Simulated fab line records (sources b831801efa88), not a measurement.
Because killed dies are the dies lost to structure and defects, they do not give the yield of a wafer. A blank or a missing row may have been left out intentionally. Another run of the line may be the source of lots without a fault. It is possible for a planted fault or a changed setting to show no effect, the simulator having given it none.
Matching of chambers || flow gf180mcu || 4 sister chambers for GF_V4_ETCH_16 on rieDiel-01
The step etches BARC in N2/H2. 27 wafers are shown with their chamber, then 12 later ones without.

WAFERS, EACH WITH ITS CHAMBER
{"wafer": "L076.1", "chamber": 2, "drypumpMotorCurrentA (A)": 6.5, "throttleValvePct (%)": 13.220, "oesProductAu (a.u.)": 0.853}
{"wafer": "L076.4", "chamber": 3, "drypumpMotorCurrentA (A)": 5.7, "throttleValvePct (%)": 13.219, "oesProductAu (a.u.)": 0.857}
{"wafer": "L076.6", "chamber": 1, "drypumpMotorCurrentA (A)": 5.3, "throttleValvePct (%)": 13.220, "oesProductAu (a.u.)": 0.857}
{"wafer": "L078.2", "chamber": 1, "drypumpMotorCurrentA (A)": 5.3, "throttleValvePct (%)": 13.230, "oesProductAu (a.u.)": 0.844}
{"wafer": "L078.4", "chamber": 2, "drypumpMotorCurrentA (A)": 6.6, "throttleValvePct (%)": 13.227, "oesProductAu (a.u.)": 0.856}
{"wafer": "L078.6", "chamber": 2, "drypumpMotorCurrentA (A)": 6.6, "throttleValvePct (%)": 13.230, "oesProductAu (a.u.)": 0.846}
{"wafer": "L079.1", "chamber": 2, "drypumpMotorCurrentA (A)": 6.5, "throttleValvePct (%)": 13.232, "oesProductAu (a.u.)": 0.855}
{"wafer": "L079.2", "chamber": 3, "drypumpMotorCurrentA (A)": 5.7, "throttleValvePct (%)": 13.224, "oesProductAu (a.u.)": 0.848}
{"wafer": "L079.3", "chamber": 1, "drypumpMotorCurrentA (A)": 5.3, "throttleValvePct (%)": 13.232, "oesProductAu (a.u.)": 0.853}
{"wafer": "L079.4", "chamber": 0, "drypumpMotorCurrentA (A)": 5.8, "throttleValvePct (%)": 13.229, "oesProductAu (a.u.)": 0.855}
{"wafer": "L079.5", "chamber": 3, "drypumpMotorCurrentA (A)": 5.7, "throttleValvePct (%)": 13.224, "oesProductAu (a.u.)": 0.859}
{"wafer": "L079.6", "chamber": 2, "drypumpMotorCurrentA (A)": 6.6, "throttleValvePct (%)": 13.218, "oesProductAu (a.u.)": 0.853}
{"wafer": "L080.1", "chamber": 0, "drypumpMotorCurrentA (A)": 5.7, "throttleValvePct (%)": 13.217, "oesProductAu (a.u.)": 0.858}
{"wafer": "L080.2", "chamber": 3, "drypumpMotorCurrentA (A)": 5.7, "throttleValvePct (%)": 13.228, "oesProductAu (a.u.)": 0.860}
{"wafer": "L080.3", "chamber": 1, "drypumpMotorCurrentA (A)": 5.4, "throttleValvePct (%)": 13.233, "oesProductAu (a.u.)": 0.856}
{"wafer": "L080.4", "chamber": 2, "drypumpMotorCurrentA (A)": 6.6, "throttleValvePct (%)": 13.218, "oesProductAu (a.u.)": 0.861}
{"wafer": "L080.5", "chamber": 2, "drypumpMotorCurrentA (A)": 6.6, "throttleValvePct (%)": 13.218, "oesProductAu (a.u.)": 0.852}
{"wafer": "L080.6", "chamber": 1, "drypumpMotorCurrentA (A)": 5.3, "throttleValvePct (%)": 13.224, "oesProductAu (a.u.)": 0.854}
{"wafer": "L082.1", "chamber": 3, "drypumpMotorCurrentA (A)": 5.7, "throttleValvePct (%)": 13.224, "oesProductAu (a.u.)": 0.855}
{"wafer": "L082.2", "chamber": 0, "drypumpMotorCurrentA (A)": 5.7, "throttleValvePct (%)": 13.230, "oesProductAu (a.u.)": 0.851}
{"wafer": "L082.3", "chamber": 2, "drypumpMotorCurrentA (A)": 6.6, "throttleValvePct (%)": 13.233, "oesProductAu (a.u.)": 0.860}
{"wafer": "L084.1", "chamber": 1, "drypumpMotorCurrentA (A)": 5.3, "throttleValvePct (%)": 13.227, "oesProductAu (a.u.)": 0.857}
{"wafer": "L084.3", "chamber": 0, "drypumpMotorCurrentA (A)": 5.7, "throttleValvePct (%)": 13.247, "oesProductAu (a.u.)": 0.863}
{"wafer": "L084.5", "chamber": 3, "drypumpMotorCurrentA (A)": 5.6, "throttleValvePct (%)": 13.211, "oesProductAu (a.u.)": 0.856}
{"wafer": "L086.1", "chamber": 1, "drypumpMotorCurrentA (A)": 5.3, "throttleValvePct (%)": 13.233, "oesProductAu (a.u.)": 0.862}
{"wafer": "L086.2", "chamber": 2, "drypumpMotorCurrentA (A)": 6.6, "throttleValvePct (%)": 13.214, "oesProductAu (a.u.)": 0.856}
{"wafer": "L086.6", "chamber": 3, "drypumpMotorCurrentA (A)": 5.7, "throttleValvePct (%)": 13.227, "oesProductAu (a.u.)": 0.865}

SIGNATURES, as means of the wafers listed above
{"reading": "drypumpMotorCurrentA", "chamber 0": 5.725, "chamber 1": 5.314, "chamber 2": 6.578, "chamber 3": 5.686, "scatter within a chamber": 0.0418}
{"reading": "throttleValvePct", "chamber 0": 13.23075, "chamber 1": 13.22843, "chamber 2": 13.22333, "chamber 3": 13.22243, "scatter within a chamber": 0.00728}
{"reading": "oesProductAu", "chamber 0": 0.85675, "chamber 1": 0.85471, "chamber 2": 0.85467, "chamber 3": 0.85714, "scatter within a chamber": 0.00503}
Rule: a wafer lies at a distance from a chamber equal to the root of the sum of squares, over the readings, of (its reading less the chamber's mean, divided by the reading's scatter). If the next closest chamber is less than 2 further off than the closest, the wafer can't be placed; otherwise it belongs to the closest. How the scatter is found: for the shown wafers, subtract from each reading the mean of its chamber, square and add these, divide the total by (wafers less chambers), then take the root.

WAFERS WITHOUT THEIR CHAMBER
{"wafer": "L090.3", "drypumpMotorCurrentA (A)": 5.3, "throttleValvePct (%)": 13.226, "oesProductAu (a.u.)": 0.856}
{"wafer": "L090.5", "drypumpMotorCurrentA (A)": 5.7, "throttleValvePct (%)": 13.223, "oesProductAu (a.u.)": 0.854}
{"wafer": "L090.6", "drypumpMotorCurrentA (A)": 5.3, "throttleValvePct (%)": 13.221, "oesProductAu (a.u.)": 0.860}
{"wafer": "L091.1", "drypumpMotorCurrentA (A)": 5.3, "throttleValvePct (%)": 13.238, "oesProductAu (a.u.)": 0.865}
{"wafer": "L091.4", "drypumpMotorCurrentA (A)": 5.3, "throttleValvePct (%)": 13.229, "oesProductAu (a.u.)": 0.856}
{"wafer": "L091.6", "drypumpMotorCurrentA (A)": 5.7, "throttleValvePct (%)": 13.231, "oesProductAu (a.u.)": 0.860}
{"wafer": "L094.1", "drypumpMotorCurrentA (A)": 6.6, "throttleValvePct (%)": 13.226, "oesProductAu (a.u.)": 0.862}
{"wafer": "L094.3", "drypumpMotorCurrentA (A)": 5.4, "throttleValvePct (%)": 13.231, "oesProductAu (a.u.)": 0.862}
{"wafer": "L094.6", "drypumpMotorCurrentA (A)": 6.6, "throttleValvePct (%)": 13.228, "oesProductAu (a.u.)": 0.858}
{"wafer": "L096.2", "drypumpMotorCurrentA (A)": 5.7, "throttleValvePct (%)": 13.212, "oesProductAu (a.u.)": 0.851}
{"wafer": "L096.3", "drypumpMotorCurrentA (A)": 5.7, "throttleValvePct (%)": 13.236, "oesProductAu (a.u.)": 0.862}
{"wafer": "L096.4", "drypumpMotorCurrentA (A)": 6.5, "throttleValvePct (%)": 13.214, "oesProductAu (a.u.)": 0.849}

THE CHAMBER EACH PASSED THROUGH
{"wafer": "L090.3", "from the rows above": 1, "in truth": 1}
{"wafer": "L090.5", "from the rows above": "can't be placed: 3 or 0", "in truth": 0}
{"wafer": "L090.6", "from the rows above": 1, "in truth": 1}
{"wafer": "L091.1", "from the rows above": 1, "in truth": 1}
{"wafer": "L091.4", "from the rows above": 1, "in truth": 1}
{"wafer": "L091.6", "from the rows above": "can't be placed: 0 or 3", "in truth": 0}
{"wafer": "L094.1", "from the rows above": 2, "in truth": 2}
{"wafer": "L094.3", "from the rows above": 1, "in truth": 1}
{"wafer": "L094.6", "from the rows above": 2, "in truth": 2}
{"wafer": "L096.2", "from the rows above": "can't be placed: 3 or 0", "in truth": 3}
{"wafer": "L096.3", "from the rows above": "can't be placed: 0 or 3", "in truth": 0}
{"wafer": "L096.4", "from the rows above": 2, "in truth": 2}
Placed correctly: 8 of 12. These rows do not allow placing 4 (true chamber among the candidates in 4). Wrongly placed: 0.
